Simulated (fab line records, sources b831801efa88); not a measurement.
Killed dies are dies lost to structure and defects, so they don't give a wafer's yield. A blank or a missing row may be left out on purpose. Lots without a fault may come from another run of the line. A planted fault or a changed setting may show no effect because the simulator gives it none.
Which tool did it? | flow sky130 | 14 lots, 42 wafers sampled, at 4 steps of a route of 708

WHAT THE GAUGES READ, wafer by wafer
SKY_CONTACT_CD_MEAS_14: target cd 170 nm. Usual: cd_nm 169.7 nm, standard deviation 1.4.
lot  | measured     | on        | cd_nm (nm)        | flag
L295 | day 32 00:25 | cd_sem-02 | 169.0 170.9 169.3 |
L303 | day 34 17:25 | cd_sem-02 | 171.0 170.3 169.9 |
L302 | day 34 21:04 | cd_sem-02 | 170.8 168.1 169.6 |
L305 | day 35 09:34 | cd_sem-01 | 169.6 171.7 170.6 |
L304 | day 35 16:56 | cd_sem-02 | 169.3 169.5 171.0 |
L306 | day 35 18:44 | cd_sem-02 | 171.4 171.5 170.9 |
L308 | day 37 09:56 | cd_sem-01 | 166.9 167.0 167.2 |
L311 | day 37 21:49 | cd_sem-01 | 170.0 170.2 171.0 |
L310 | day 37 22:55 | cd_sem-01 | 171.6 171.2 171.1 |
L312 | day 38 10:05 | cd_sem-01 | 170.5 169.6 170.2 |
L313 | day 38 15:01 | cd_sem-01 | 167.2 168.3 168.9 |
L314 | day 38 23:15 | cd_sem-01 | 169.6 170.3 169.6 |
L315 | day 38 23:37 | cd_sem-01 | 171.8 171.1 172.9 |
L316 | day 39 19:22 | cd_sem-01 | 171.1 170.0 170.6 |

SKY_CONTACT_RS_MEAS_25: measures by four-point-probe. Usual: CONTACT_W_RS 0.340 ohm/sq, standard deviation 0.0035.
lot  | measured     | on            | CONTACT_W_RS (ohm/sq) | flag
L295 | day 32 01:28 | film_metro-04 | 0.336 0.344 0.341     |
L303 | day 34 18:34 | film_metro-01 | 0.337 0.341 0.334     |
L302 | day 34 22:07 | film_metro-04 | 0.342 0.337 0.341     |
L305 | day 35 10:37 | film_metro-04 | 0.342 0.343 0.346     |
L304 | day 35 17:59 | film_metro-01 | 0.341 0.337 0.338     |
L306 | day 35 19:47 | film_metro-03 | 0.341 0.345 0.348     |
L308 | day 37 10:59 | film_metro-03 | 0.344 0.345 0.342     |
L311 | day 37 22:54 | film_metro-03 | 0.347 0.347 0.343     |
L310 | day 37 23:58 | film_metro-01 | 0.336 0.342 0.339     |
L312 | day 38 11:08 | film_metro-03 | 0.342 0.339 0.335     |
L313 | day 38 16:04 | film_metro-04 | 0.338 0.338 0.344     |
L314 | day 39 00:18 | film_metro-01 | 0.340 0.336 0.340     |
L315 | day 39 00:40 | film_metro-04 | 0.339 0.343 0.341     |
L316 | day 39 20:26 | film_metro-03 | 0.335 0.336 0.334     |

WHICH TOOL RAN EACH LOT (tool, then ch and the chambers of the sampled wafers, then the start)
lot  | SKY_LDD_LDN_CLEAN_14            | SKY_CONTACT_SPUTTER_23
L295 | wet_bench-01 ch 1, day 23 09:27 | pvd_sputter-04, day 32 01:17
L303 | wet_bench-01 ch 3, day 26 11:37 | pvd_sputter-04, day 34 18:23
L302 | wet_bench-03 ch 3, day 26 13:36 | pvd_sputter-03, day 34 21:56
L305 | wet_bench-03 ch 0, day 27 07:30 | pvd_sputter-03, day 35 10:26
L304 | wet_bench-01 ch 0, day 27 08:58 | pvd_sputter-04, day 35 17:47
L306 | wet_bench-03 ch 2, day 27 16:11 | pvd_sputter-02, day 35 19:36
L308 | wet_bench-03 ch 2, day 29 10:28 | pvd_sputter-04, day 37 10:47
L311 | wet_bench-03 ch 3, day 29 20:28 | pvd_sputter-03, day 37 22:41
L310 | wet_bench-01 ch 0, day 29 22:20 | pvd_sputter-04, day 37 23:48
L312 | wet_bench-02 ch 1, day 30 11:24 | pvd_sputter-02, day 38 10:56
L313 | wet_bench-03 ch 1, day 30 18:12 | pvd_sputter-04, day 38 15:53
L314 | wet_bench-03 ch 1, day 31 00:17 | pvd_sputter-02, day 39 00:05
L315 | wet_bench-03 ch 0, day 31 01:29 | pvd_sputter-04, day 39 00:30
L316 | wet_bench-03 ch 1, day 31 10:08 | pvd_sputter-02, day 39 20:16
- SKY_LDD_LDN_CLEAN_14: cleans in SC1/SC2, time 150 s.
- SKY_CONTACT_SPUTTER_23: material TiN, target thk 20 nm, time 80 s.

WHAT THE TOOLS THEMSELVES READ (means of the sampled wafers that have a number; where no wafer has one, the mark that the record gives instead)
SKY_LDD_LDN_CLEAN_14. Usual: bath_guard_temp_C 70.0 C, standard deviation 0.43; bath_heat_duty_pct 14.1 %, standard deviation 1.3.
lot  | tool         | bath_guard_temp_C (C) | bath_heat_duty_pct (%) | flag
L295 | wet_bench-01 | 69.9                  | 16.6                   |
L303 | wet_bench-01 | -                     | -                      | OFF
L302 | wet_bench-03 | -                     | -                      | OFF
L305 | wet_bench-03 | 69.7                  | 14.5                   |
L304 | wet_bench-01 | -                     | -                      | OFF
L306 | wet_bench-03 | 69.4                  | 11.8                   |
L308 | wet_bench-03 | 69.6                  | 12.4                   |
L311 | wet_bench-03 | 70.1                  | 13.8                   |
L310 | wet_bench-01 | 69.8                  | 14.0                   |
L312 | wet_bench-02 | 70.7                  | 13.2                   |
L313 | wet_bench-03 | 69.8                  | 14.0                   |
L314 | wet_bench-03 | 69.6                  | 14.2                   |
L315 | wet_bench-03 | 69.6                  | 14.5                   |
L316 | wet_bench-03 | 69.6                  | 14.5                   |

SKY_CONTACT_SPUTTER_23. Usual: throttle_valve_pct 29.6 %, standard deviation 1.3.
lot  | tool           | throttle_valve_pct (%) | flag
L295 | pvd_sputter-04 | 28.2                   |
L303 | pvd_sputter-04 | 29.6                   |
L302 | pvd_sputter-03 | 29.8                   |
L305 | pvd_sputter-03 | 30.5                   |
L304 | pvd_sputter-04 | 29.1                   |
L306 | pvd_sputter-02 | 29.2                   |
L308 | pvd_sputter-04 | 28.1                   |
L311 | pvd_sputter-03 | 30.0                   |
L310 | pvd_sputter-04 | 30.3                   |
L312 | pvd_sputter-02 | 29.2                   |
L313 | pvd_sputter-04 | 30.2                   |
L314 | pvd_sputter-02 | 29.3                   |
L315 | pvd_sputter-04 | 30.2                   |
L316 | pvd_sputter-02 | 29.3                   |

THE ANSWER, worked out from the rows above alone
Rule: a lot is off if the mean of its wafers that have a number lies more than 3 standard deviations from the usual mean. A lot without any number at a reading at which 4 lots or more have one is off too. The other lots that the step has rows for count as sound. The gauges are gone through in route order, then the tools' own readings, and for those a lot's mean is taken as printed above. The first step at which some lot is off is used, and at that step the reading that is off furthest; a lot without a number counts as furthest.
Off: L303, L302, L304, at SKY_LDD_LDN_CLEAN_14 (bath_guard_temp_C). Without a number there: L303, L302, L304.
A tool fits if, at that step or a process step before it, it ran every lot that is off, and no sound lot after the first of them. None of those tried fits.

WHAT THE SIMULATOR HAD PUT IN
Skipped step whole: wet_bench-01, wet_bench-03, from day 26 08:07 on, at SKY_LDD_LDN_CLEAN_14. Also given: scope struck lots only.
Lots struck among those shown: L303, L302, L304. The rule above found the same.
